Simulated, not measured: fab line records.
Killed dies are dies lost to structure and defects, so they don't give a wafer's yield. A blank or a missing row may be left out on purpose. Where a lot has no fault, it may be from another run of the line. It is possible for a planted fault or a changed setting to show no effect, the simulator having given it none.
Matching of chambers    flow sfq_line    cmp-01 running SFQ_TRILAYER_I3_CMP_CMP_082: 4 sister chambers
The step polishes SiO2. 4 wafers are shown with their chamber, then 7 later ones without.

## WAFERS, EACH WITH ITS CHAMBER
wafer   chamber  motor_current_A (A)
L476.6  0        9.7
L477.4  2        12.0
L480.4  1        10.6
L480.3  3        10.0

## WAFERS MISSING THEIR CHAMBER
wafer   motor_current_A (A)
L480.5  9.8
L482.3  10.0
L482.5  12.2
L482.6  10.3
L488.6  11.9
L493.3  9.2
L493.2  11.4

## CHAMBER TAKEN BY EACH
wafer   from the rows above           in truth
L480.5  can't be placed: 0 or 3       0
L482.3  can't be placed: 3 or 0 or 1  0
L482.5  2                             2
L482.6  can't be placed: 1 or 3 or 0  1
L488.6  2                             2
L493.3  can't be placed: 0 or 3       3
L493.2  can't be placed: 2 or 1       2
Placed correctly: 2 of 7. These rows do not allow placing 5 (true chamber among the candidates in 5). Number placed wrongly: 0.
How it was worked out, from the rows above alone: a wafer's distance from a chamber is the root of the sum, over the readings, of the square of ((its reading less the chamber's mean) divided by the reading's scatter). If the next closest chamber is less than 2 further off than the closest, the wafer can't be placed; otherwise it belongs to the closest. A chamber's mean is the mean of its shown wafers. The scatter: root of mean squared gap, hidden wafer to nearest shown wafer, with one shown wafer a chamber.
